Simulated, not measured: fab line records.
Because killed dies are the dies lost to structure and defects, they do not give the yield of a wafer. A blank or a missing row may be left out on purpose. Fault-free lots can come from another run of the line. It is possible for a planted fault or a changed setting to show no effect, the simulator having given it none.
Matching of chambers | flow sfqLine | SFQ_TRILAYER_I0_DEP_PECVD_027 on pecvd-01 has 3 sister chambers
The step deposits SiO2 from SiH4/N2O, time 111.11 s, target thk 500 nm. 6 wafers are shown with their chamber, then 8 later ones without.

## WAFERS, EACH WITH ITS CHAMBER
wafer  | chamber | throttleValvePct (%) | heaterPowerW (W)
L159.2 | 1       | 26.6                 | 87
L159.3 | 2       | 25.5                 | 82
L159.5 | 2       | 25.6                 | 66
L160.3 | 1       | 26.3                 | 77
L160.4 | 0       | 26.0                 | 76
L168.2 | 0       | 25.7                 | 66

## WAFERS WHOSE CHAMBER IS MISSING
wafer  | throttleValvePct (%) | heaterPowerW (W)
L168.4 | 26.5                 | 93
L168.5 | 26.0                 | 71
L169.1 | 25.6                 | 69
L169.5 | 25.9                 | 67
L169.6 | 26.3                 | 78
L170.1 | 25.4                 | 75
L170.3 | 26.5                 | 90
L170.5 | 25.6                 | 78

## EACH ONE'S CHAMBER
wafer  | from the rows above          | in truth
L168.4 | 1                            | 1
L168.5 | can't be placed: 0 or 2 or 1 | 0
L169.1 | can't be placed: 2 or 0      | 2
L169.5 | can't be placed: 0 or 2      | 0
L169.6 | can't be placed: 1 or 0      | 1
L170.1 | can't be placed: 2 or 0      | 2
L170.3 | 1                            | 1
L170.5 | can't be placed: 2 or 0      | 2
2 of 8 placed correctly. Cannot be placed on the basis of these rows: 6; the candidates contain the true chamber in 6. Wrongly placed: 0.
How it was worked out, from the rows above alone: a wafer's distance from a chamber is the root of the sum, over the readings, of the square of ((its reading less the chamber's mean) divided by the reading's scatter). The wafer belongs to the nearest chamber; if the next one is less than 2 further off, it can't be placed. A chamber's mean is the mean of its shown wafers. The scatter: take each reading less its chamber's mean, square it, sum over the shown wafers, divide by the number of wafers less the number of chambers, and take the root.
